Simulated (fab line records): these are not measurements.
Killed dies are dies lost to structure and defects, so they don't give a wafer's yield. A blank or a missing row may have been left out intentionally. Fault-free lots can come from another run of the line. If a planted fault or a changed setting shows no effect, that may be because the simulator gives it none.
Which tool did it? ; flow gf180mcu ; 6 lots, 18 wafers sampled, at 2 steps of a route of 602

== WHAT THE GAUGES SHOWED, per wafer ==
GF_VT_IMPLANT_OVL_MEAS_07.
lot;measured;on;VT_IMPLANT_OVL (nm)
L777;day 5 22:46;overlay-01;-0.6 -1.1 -0.8
L780;day 6 17:15;overlay-01;-1.4 -2.6 -1.7
L789;day 8 22:07;overlay-01;1.3 -0.4 0.2
L795;day 10 11:14;overlay-01;-0.6 -1.8 -1.6
L797;day 10 22:29;overlay-01;-1.0 1.2 -1.4
L799;day 11 11:44;overlay-01;-1.1 -0.8 -2.2

== WHICH TOOL RAN EACH LOT (tool, then ch and the chambers of the sampled wafers, then the start) ==
lot;GF_VT_IMPLANT_EXPOSE_04
L777;iline_stepper-01 ch 0, day 5 16:13
L780;iline_stepper-02 ch 0, day 6 10:05
L789;iline_stepper-01 ch 0, day 8 14:50
L795;iline_stepper-02 ch 0, day 10 02:21
L797;iline_stepper-02 ch 0, day 10 13:10
L799;iline_stepper-02 ch 0, day 11 03:20
- GF_VT_IMPLANT_EXPOSE_04: exposes mask LVPWELL LV AREA, target cd 600 nm.

== THE ANSWER, worked out from the rows above alone ==
Rule: usual is defined by the lots themselves. The widest of any qualifying gaps counts: lots, ordered by their means at a reading, are off when they make up no more than a third of the lots, leave a main group of 4 or more, and stand apart from it by 3 or more times the standard deviation of that group's means. The tables above print the reading to a certain number of digits; a main group whose means all agree to those digits is not used. Also off: a lot with no number at a reading for which 4 or more lots have one. All remaining lots with rows at the step are treated as sound.
None of the lots is off at any reading shown; this tells nothing.

== WHAT THE SIMULATOR PUT IN ==
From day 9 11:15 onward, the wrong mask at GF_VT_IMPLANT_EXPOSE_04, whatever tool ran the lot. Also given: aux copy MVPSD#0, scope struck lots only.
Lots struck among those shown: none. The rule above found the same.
